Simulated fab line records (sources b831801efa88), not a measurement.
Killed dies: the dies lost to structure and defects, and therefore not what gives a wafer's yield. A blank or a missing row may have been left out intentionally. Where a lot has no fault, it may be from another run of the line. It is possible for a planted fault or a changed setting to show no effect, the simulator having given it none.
fab line records | flow sky130
record: lots: 11 wafers: 33 last_day: 47
route steps=708 shown VT_ADJUST_LVTN@116 METAL1@451 METAL2@494
lots with no fault: from the same line, run without faults
start_h: hours from the record's first day to the start of the lot's first wafer shown | wait_h: hours elapsed since this lot's preceding step | " the same as in the row above | L1.1+2: a row that stands for several wafers | - no value, or no start given | * or withheld: withheld | < > ~ a bound
route shown NAME@n: a module of which the file shows steps, and the number in the route of the first | usual: mean/standard deviation taken from wafers without a fault | same: alike in all rows | chamber/n: place in a boat | sites: the reading at each site | _std_site: the values' standard deviation | _edge_site: outer sites' mean less inner sites' | radius_mm: for every site, how far away it sits from the centre of the wafer | mask NAME#n: copy n | behind: tool/chamber where the wafer was last shaped | hold: why the lot was held/for how many hours/how that ended | device: the transistor (n, p or np) that didn't switch | end of line: the same wafers' tests at the end of the route | a step without rows: its recipe alone | killed: count of dies lost to structure and defects at first sort (not the wafer's yield) | map: per-die view of a wafer (x killed, . not killed, _ where there is no die)
set.NAME: the run value of the setting; set.NAME@STEP: its run value at that earlier step | model.NAME: the simulator's own value behind a step, which no gauge read
the route's steps for a sample of lots (tables are steps, rows are wafers)
services: a tool's chamber out of use, with start hour (start_h, from the record's first day; less than 0 if before it), hours out, and reason
== steps ==
step: SKY_VT_ADJUST_LVTN_IMPLANT_19
recipe: species: B energy_kev: 30 dose_cm2: 6.5e+11 tilt_deg: withheld
usual: dose_ions_cm2: 6.5e+11/7e+08 end_station_pressure_torr: 4.97e-06/2.5e-07 implant_ion_amu: 11/0
columns lot.wafer tool chamber start_h wait_h dose_ions_cm2 end_station_pressure_torr implant_ion_amu
L958.1 implanter-04 0 161.08 0.0 6.497e+11 5.29e-06 11
L958.5 " 0 " " 6.513e+11 5.16e-06 11
L958.6 " 0 " " 6.508e+11 4.84e-06 11
L959.2 implanter-03 0 165.51 0.0 6.506e+11 5.25e-06 11
L959.3 " 0 " " 6.509e+11 5.11e-06 11
L959.5 " 0 " " 6.506e+11 4.98e-06 11
L960.1 implanter-04 0 169.28 0.0 6.497e+11 4.68e-06 11
L960.5 " 0 " " 6.498e+11 4.73e-06 11
L960.6 " 0 " " 6.496e+11 4.45e-06 11
L961.1 implanter-04 0 176.98 0.0 6.507e+11 4.96e-06 11
L961.2 " 0 " " 6.507e+11 4.39e-06 11
L961.5 " 0 " " 6.493e+11 4.51e-06 11
L962.1 implanter-03 0 184.23 0.0 6.5e+11 4.96e-06 11
L962.5 " 0 " " 6.505e+11 4.9e-06 11
L962.6 " 0 " " 6.496e+11 5.33e-06 11
L963.2 implanter-01 0 191.79 0.0 6.504e+11 5.1e-06 11
L963.3 " 0 " " 6.504e+11 4.84e-06 11
L963.6 " 0 " " 6.499e+11 5.23e-06 11
L964.1 implanter-03 0 196.28 0.0 6.509e+11 5.39e-06 11
L964.5 " 0 " " 6.506e+11 5.2e-06 11
L964.6 " 0 " " 6.514e+11 5.15e-06 11
L965.2 implanter-04 0 208.95 0.0 6.49e+11 4.67e-06 49
L965.3 " 0 " " 6.496e+11 5.15e-06 49
L965.6 " 0 " " 6.491e+11 4.83e-06 49
L966.1 implanter-03 0 215.51 0.0 6.495e+11 4.75e-06 49
L966.5 " 0 " " 6.495e+11 4.79e-06 49
L966.6 " 0 " " 6.494e+11 5.17e-06 49
L967.1 implanter-04 0 226.36 0.0 6.505e+11 5.29e-06 49
L967.2 " 0 " " 6.508e+11 4.95e-06 49
L967.4 " 0 " " 6.494e+11 5.28e-06 49
L968.4 implanter-03 0 226.45 0.1 6.491e+11 4.72e-06 49
L968.5 " 0 " " 6.483e+11 5.27e-06 49
L968.6 " 0 " " 6.49e+11 5.2e-06 49
step: SKY_VT_ADJUST_LVTN_TW_MEAS_21
usual: VT_ADJUST_LVTN_2_TW: 188.7/1.5
columns lot.wafer tool chamber start_h wait_h VT_ADJUST_LVTN_2_TW
L958.1 film_metro-03 - 161.33 0.1 188.7
L958.5 " - " " 186.9
L958.6 " - " " 187.0
L959.2 film_metro-04 - 165.74 0.1 189.8
L959.3 " - " " 190.5
L959.5 " - " " 189.4
L960.1 film_metro-02 - 169.53 0.1 188.6
L960.5 " - " " 188.4
L960.6 " - " " 187.6
L961.1 film_metro-03 - 177.23 0.1 188.6
L961.2 " - " " 187.7
L961.5 " - " " 186.9
L962.1 film_metro-02 - 184.48 0.1 187.7
L962.5 " - " " 187.8
L962.6 " - " " 188.0
L963.2 film_metro-04 - 192.02 0.1 190.7
L963.3 " - " " 190.1
L963.6 " - " " 191.5
L964.1 film_metro-02 - 196.53 0.1 190.0
L964.5 " - " " 189.4
L964.6 " - " " 189.2
L965.2 film_metro-04 - 209.19 0.1 291.6
L965.3 " - " " 292.4
L965.6 " - " " 292.9
L966.1 film_metro-02 - 215.76 0.1 290.6
L966.5 " - " " 290.3
L966.6 " - " " 291.4
L967.1 film_metro-03 - 226.61 0.1 289.0
L967.2 " - " " 288.6
L967.4 " - " " 288.2
L968.4 film_metro-04 - 226.66 0.1 291.5
L968.5 " - " " 290.5
L968.6 " - " " 290.7
step: SKY_METAL1_DESCUM_17
recipe: chemistry: O2 source_power_w: 150 bias_power_w: 0 pressure_mtorr: 10 temp_c: 40 time_s: 8
usual: chamber_pressure_mTorr: 10.001/0.0093 drypump_motor_current_A: 5.7/0.39 oes_product_au: 1.005/0.011
columns lot.wafer tool chamber start_h wait_h chamber_pressure_mTorr drypump_motor_current_A oes_product_au rf_hours_counter_h
L958.1 rie_metal-04 1 767.90 0.0 10.020 5.6 1.004 1
L958.5 " 1 " " 9.992 5.6 1.007 -
L958.6 " 0 " " 10.009 6.0 1.013 -
L959.2 rie_metal-03 0 768.09 0.0 9.999 4.9 0.998 4
L959.3 " 0 " " 10.007 4.9 1.007 -
L959.5 " 0 " " 10.011 4.8 1.012 -
L960.1 rie_metal-02 1 776.45 0.0 10.004 5.7 1.005 12
L960.5 " 1 " " 9.986 5.7 1.001 -
L960.6 " 0 " " 10.019 6.1 0.985 -
L961.1 rie_metal-02 0 782.50 0.0 9.993 6.1 0.995 4
L961.2 " 1 " " 9.993 5.7 1.006 12
L961.5 " 1 " " 10.011 5.7 1.007 -
L962.1 rie_metal-04 1 791.00 0.0 10.003 5.6 1.018 2
L962.5 " 1 " " 10.008 5.6 1.003 -
L962.6 " 0 " " 9.988 5.9 1.017 -
L963.2 rie_metal-02 0 797.96 0.0 9.979 6.2 0.983 -
L963.3 " 0 " " 10.000 6.2 0.995 -
L963.6 " 0 " " 10.001 6.2 0.989 -
L964.1 rie_metal-04 1 805.55 0.0 9.990 5.6 0.991 3
L964.5 " 0 " " 10.007 6.0 1.002 -
L964.6 " 1 " " 9.993 5.6 0.996 -
L965.2 rie_metal-02 1 822.55 0.0 10.010 5.7 1.011 12
L965.3 " 1 " " 9.997 5.7 1.007 -
L965.6 " 1 " " 9.988 5.7 1.025 -
L966.1 rie_metal-02 0 828.30 0.0 9.996 6.1 0.996 6
L966.5 " 1 " " 9.994 5.7 1.007 -
L966.6 " 0 " " 9.993 6.2 1.002 -
L968.4 rie_metal-03 0 843.73 0.0 10.004 4.9 0.995 -
L968.5 " 0 " " 10.009 4.8 1.016 -
L968.6 " 0 " " 10.012 4.9 1.000 -
L967.1 rie_metal-04 1 844.65 0.0 10.016 5.6 1.007 4
L967.2 " 0 " " 10.015 6.0 1.011 15
L967.4 " 1 " " 9.982 5.6 0.999 -
step: SKY_METAL2_SOFTBAKE_11
recipe: temp_c: 100 time_s: 91.89 resist: KrF-thick
usual: heater_power_total_W: 57.39/0.084 plate_sensor_t_centre_C: 100.88/0.011 plate_sensor_t_edge_C: 100.95/0.011
columns lot.wafer tool chamber start_h wait_h heater_power_total_W plate_sensor_t_centre_C plate_sensor_t_edge_C
L958.1 litho_track-03 0 - - 57.41 100.87 100.97
L958.5 " 0 " " 57.59 100.88 100.94
L958.6 " 0 " " 57.49 100.89 100.93
L959.2 litho_track-01 0 - - 57.53 100.89 100.95
L959.3 " 0 " " 57.44 100.90 100.97
L959.5 " 0 " " 57.54 100.89 100.96
L960.1 litho_track-03 0 - - 57.51 100.88 100.95
L960.5 " 0 " " 57.29 100.87 100.97
L960.6 " 0 " " 57.41 100.88 100.96
L961.1 litho_track-01 0 - - 57.30 100.88 100.95
L961.2 " 0 " " 57.36 100.89 100.94
L961.5 " 0 " " 57.56 100.89 100.96
L962.1 litho_track-01 0 - - 57.23 100.89 100.94
L962.5 " 0 " " 57.29 100.88 100.94
L962.6 " 0 " " 57.24 100.90 100.94
L963.2 litho_track-03 0 - - 57.46 100.88 100.96
L963.3 " 0 " " 57.35 100.88 100.94
L963.6 " 0 " " 57.33 100.88 100.95
L964.1 litho_track-01 0 - - 57.35 100.90 100.96
L964.5 " 0 " " 57.38 100.87 100.95
L964.6 " 0 " " 57.36 100.89 100.95
L965.2 litho_track-01 0 - - 57.49 100.90 100.97
L965.3 " 0 " " 57.27 100.87 100.94
L965.6 " 0 " " 57.46 100.87 100.95
L966.1 litho_track-01 0 - - 57.42 100.90 100.94
L966.5 " 0 " " 57.36 100.88 100.96
L966.6 " 0 " " 57.44 100.88 100.96
L968.4 litho_track-03 0 - - 57.47 100.87 100.96
L968.5 " 0 " " 57.49 100.89 100.97
L968.6 " 0 " " 57.32 100.89 100.94
L967.1 litho_track-04 0 - - 57.36 100.87 100.95
L967.2 " 0 " " 57.28 100.88 100.95
L967.4 " 0 " " 57.43 100.88 100.96
step: SKY_METAL2_DESCUM_17
recipe: chemistry: O2 source_power_w: 150 bias_power_w: 0 pressure_mtorr: 10 temp_c: 40 time_s: 8
usual: chamber_pressure_mTorr: 9.999/0.0079 drypump_motor_current_A: 5.6/0.33 oes_product_au: 1.003/0.013
columns lot.wafer tool chamber start_h wait_h chamber_pressure_mTorr drypump_motor_current_A oes_product_au rf_hours_counter_h
L958.1 rie_metal-04 0 825.55 0.0 9.992 6.0 1.009 14
L958.5 " 0 " " 9.983 6.0 1.015 -
L958.6 " 1 " " 10.004 5.6 1.002 -
L959.2 rie_metal-01 1 825.90 0.0 9.999 5.1 1.000 5
L959.3 " 0 " " 9.994 5.5 1.003 -
L959.5 " 0 " " 9.999 5.5 0.993 -
L960.1 rie_metal-01 1 832.20 0.0 9.999 5.1 0.996 5
L960.5 " 1 " " 10.001 5.1 0.999 -
L960.6 " 0 " " 10.023 5.5 0.996 -
L961.1 rie_metal-01 1 838.70 0.0 9.991 5.1 0.997 5
L961.2 " 0 " " 10.003 5.5 0.982 12
L961.5 " 0 " " 9.998 5.5 1.000 -
L962.1 rie_metal-01 0 845.90 0.0 10.002 5.5 0.999 13
L962.5 " 0 " " 10.012 5.5 0.997 -
L962.6 " 1 " " 9.992 5.1 1.010 -
L963.2 rie_metal-01 0 854.85 0.0 10.001 5.5 0.983 14
L963.3 " 0 " " 10.008 5.5 0.987 -
L963.6 " 0 " " 10.002 5.5 0.981 -
L964.1 rie_metal-02 1 860.95 0.0 9.990 5.7 1.008 13
L964.5 " 0 " " 10.009 6.2 1.001 -
L964.6 " 1 " " 10.018 5.7 0.997 -
L965.2 rie_metal-04 1 877.18 0.0 9.992 5.6 1.017 6
L965.3 " 0 " " 10.008 6.0 1.008 -
L965.6 " 1 " " 10.005 5.6 1.016 -
L966.1 rie_metal-01 0 883.35 0.0 9.996 5.5 0.976 15
L966.5 " 1 " " 9.994 5.1 0.987 -
L966.6 " 0 " " 9.996 5.5 0.981 -
L968.4 rie_metal-04 1 898.26 0.0 10.006 5.6 1.010 -
L968.5 " 0 " " 10.000 6.0 1.006 -
L968.6 " 1 " " 10.005 5.6 1.016 -
L967.1 rie_metal-02 0 899.55 0.0 10.000 6.2 0.991 8
L967.2 " 1 " " 9.995 5.7 1.000 15
L967.4 " 1 " " 9.998 5.7 0.993 -
== services ==
columns tool chamber start_h hours kind
implanter-04 - 139.47 1.2 repair
implanter-04 - 199.06 9.6 repair
rie_metal-02 - 209.24 1.2 repair
implanter-04 - 229.86 1.6 repair
implanter-04 - 233.16 2.6 pm
implanter-03 - 254.54 4.0 pm
rie_metal-01 1 256.01 6.4 repair
rie_metal-04 - 344.07 14.6 pm
rie_metal-04 - 375.31 2.8 pm
rie_metal-01 - 408.84 2.8 pm
rie_metal-01 0 491.02 2.2 repair
rie_metal-04 - 549.66 0.8 repair
rie_metal-02 - 585.75 2.8 pm
rie_metal-01 0 610.00 3.0 repair
rie_metal-02 0 625.40 5.8 repair
rie_metal-04 0 706.81 11.4 repair
rie_metal-01 0 709.14 21.4 repair
rie_metal-04 0 732.11 1.9 repair
rie_metal-01 0 735.01 8.0 repair
rie_metal-01 1 764.48 5.6 repair
rie_metal-02 0 774.41 2.0 repair
rie_metal-02 1 793.50 19.7 repair
rie_metal-01 - 802.08 1.4 pm
rie_metal-02 - 834.34 14.6 pm
== key ==
first_sign: step: SKY_VT_ADJUST_LVTN_IMPLANT_19 reading: implant_ion_amu direction: up sigmas: 99+ usual: 11 struck: 49
effect: step: SKY_VT_ADJUST_LVTN_TW_MEAS_21 reading: VT_ADJUST_LVTN_2_TW direction: up sigmas: 69 usual: 188.7 struck: 290.6
met_at SKY_VT_ADJUST_LVTN_IMPLANT_19
struck_lots L965,L966,L967,L968
tester_left_out L965,L966,L967,L968
not_acting_at SKY_METAL1_DESCUM_17,SKY_METAL2_SOFTBAKE_11,SKY_METAL2_DESCUM_17
onset_between 196.28 208.95
fault: kind: wrong_recipe_download tool: implanter-01,implanter-03,implanter-04 chamber: - onset_h: 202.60 steps: SKY_VT_ADJUST_LVTN_IMPLANT_19 wrong_recipe.not_listed: 1
tester_left_out: of these lots the tester's yield and bins aren't shown, on N5 and GAA mostly nor the transistor test; their killed dies are dies lost to structure and defects alone, not to doping, threshold or leakage, so they don't give the yield
